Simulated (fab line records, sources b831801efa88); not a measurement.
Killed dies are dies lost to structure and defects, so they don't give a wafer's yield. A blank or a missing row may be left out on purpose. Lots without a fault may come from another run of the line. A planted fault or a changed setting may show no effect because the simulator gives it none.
Problem report in the 8D (eight disciplines) form, filled by code | flow sky130 | the parts of the form that need people (team, actions taken, sign-off) are left out

1. THE PROBLEM
rf_fwd_power_W at SKY_VIA1_ETCH_15 reads a mean of 1729 W on 6 wafers of 2 lots; wafers without a fault read 1487 W with a standard deviation of 5.5. That is +44 standard deviations from the usual mean.
The step: etches SiO2 in C4F8/O2/Ar, stops on TiN, target depth 351 nm, time 54 s.
First seen on wafer L837.2, day 37 16:22, on rie_diel-04. The record holds 18 wafers of 6 lots with a number at this step. Rule for "out", or "out of limits": more than 4 standard deviations from the usual mean. The other wafers with a number count as sound.

2. WHAT IT IS AND WHAT IT IS NOT
question                    | is                     | is not
which readings at this step | rf_fwd_power_W         | oes_product_au
which lots                  | L837, L838             | L831, L847, L848, L851
which wafers of those lots  | all that have a number | -
read on which tools         | rie_diel-04            | rie_diel-01, rie_diel-03
when                        | from day 37 16:22      | up to then (3 sound wafers); but 9 sound wafers of L847, L848, L851 came after

3. SUSPECTS, AND WHAT RULES EACH OUT
Counting: a tool at a process step up to the reading stays a suspect if it ran every lot that is out and no sound lot after the first of them.
- rie_diel-04 at SKY_VIA1_ETCH_14 (etches BARC in N2/H2, stops on SiO2, time 45.9 s, target depth 60 nm): ruled out as a lasting fault. Sound lots L851 ran on it after its first lot that is out, L837 (day 37 16:20).
- rie_diel-04 at SKY_VIA1_ETCH_15 (etches SiO2 in C4F8/O2/Ar, stops on TiN, target depth 351 nm, time 54 s): ruled out as a lasting fault. Sound lots L851 ran on it after its first lot that is out, L837 (day 37 16:22).
Left after counting: nothing in the record.

4. THE CAUSE (what the simulator had put in)
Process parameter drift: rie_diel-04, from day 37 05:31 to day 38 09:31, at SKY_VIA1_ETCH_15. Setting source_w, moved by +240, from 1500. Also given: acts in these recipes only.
Counting ruled it out, wrongly.

5. THE CHAIN OF EFFECTS, in route order
Each row: a reading whose mean over the struck wafers that have a number lies more than 3 standard deviations from the usual. Only readings for which the record gives a usual standard deviation are gone through. hours: the time from each lot's start at the first step in this table that gives one to its start at this step, as a median over the lots. sigmas: the change in usual standard deviations.
hours | step             | reading        | usual  | on struck wafers | change | sigmas
0     | SKY_VIA1_ETCH_15 | rf_fwd_power_W | 1487 W | 1729             | +242   | +44
The process steps in it:
- SKY_VIA1_ETCH_15: etches SiO2 in C4F8/O2/Ar, stops on TiN, target depth 351 nm, time 54 s.

6. WHAT WOULD HAVE CAUGHT IT SOONER
In this record the first reading out of limits was taken at day 37 16:22, 11 hours after the fault began at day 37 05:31.
